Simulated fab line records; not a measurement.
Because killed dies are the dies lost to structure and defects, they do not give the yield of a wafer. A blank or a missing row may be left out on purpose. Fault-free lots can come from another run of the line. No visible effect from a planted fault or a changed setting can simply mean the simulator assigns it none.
8D (eight disciplines) problem report, filled in by code    flow gf180mcu    the parts of the form that need people (team, actions taken, sign-off) are left out

== 1. WHAT IS WRONG ==
Mean of heaterPowerTotalW at GF_CONTACT_PEB_12: 86.40 W across 6 wafers in 2 lots; on wafers with no fault it is 85.71 W (standard deviation 0.078). Measured from the usual mean, that is +8.8 standard deviations.
The step: peb time 90 s.
Earliest sighting: wafer L969.1 on lithoTrack-02 at day 22 06:20. The record has a number at this step for 39 wafers belonging to 13 lots. Rule for "out", or "out of limits": more than 4 standard deviations from the usual mean. The rest of the wafers with a number are treated as sound.

== 2. WHAT IT IS; WHAT IT IS NOT ==
question                     is                             is not
which readings at this step  heaterPowerTotalW, plateTempC  -
which lots                   L969, L972                     L952, L955, L956, L957, L958, L961, L962, L963, L968, L973, L975
which wafers of those lots   all that have a number         -
read on which tools          lithoTrack-02                  lithoTrack-01, lithoTrack-03
when                         from day 22 06:20              up to then (27 sound wafers); but 6 sound wafers of L973, L975 came after

== 3. WHAT RULES OUT EACH SUSPECT ==
Counting: any tool at a process step up to the reading is kept as a suspect provided that every lot that is out went through it and no sound lot did after the first of them.
- lithoTrack-02 at GF_CONTACT_PEB_12 (peb time 90 s): kept. Every lot that is out went through it, starting with L969 (day 22 06:20), and after that it ran no sound lot; the last sound lot it ran before then is L963 (day 20 06:38). Out on those wafers are its own readings of heaterPowerTotalW, plateTempC.
Left after counting: lithoTrack-02 at GF_CONTACT_PEB_12.

== 4. THE CAUSE (what the simulator had put in) ==
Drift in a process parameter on lithoTrack-02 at GF_CONTACT_PEB_12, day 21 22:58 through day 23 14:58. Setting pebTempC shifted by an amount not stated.
Counting left only this tool.

== 5. SEQUENCE OF EFFECTS, ordered by route ==
Each row: a reading where the mean over the struck wafers with a number is more than 3 standard deviations away from the usual. Readings are gone through only where the record gives a usual standard deviation; hours: the median, over the lots, of the time from a lot's start at the first step in this table giving one to that lot's start at this step; sigmas: the change measured in usual standard deviations.
hours  step               reading            usual     on struck wafers  change  sigmas
0      GF_CONTACT_PEB_12  heaterPowerTotalW  85.71 W   86.40             +0.69   +8.8
0      GF_CONTACT_PEB_12  plateTempC         135.05 C  135.86            +0.81   +5.8
Its process steps:
- GF_CONTACT_PEB_12: peb time 90 s.

== 6. WHAT WOULD HAVE CAUGHT IT SOONER ==
The fault began at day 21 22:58; the first out-of-limits reading in this record came at day 22 06:20, 7 hours later.
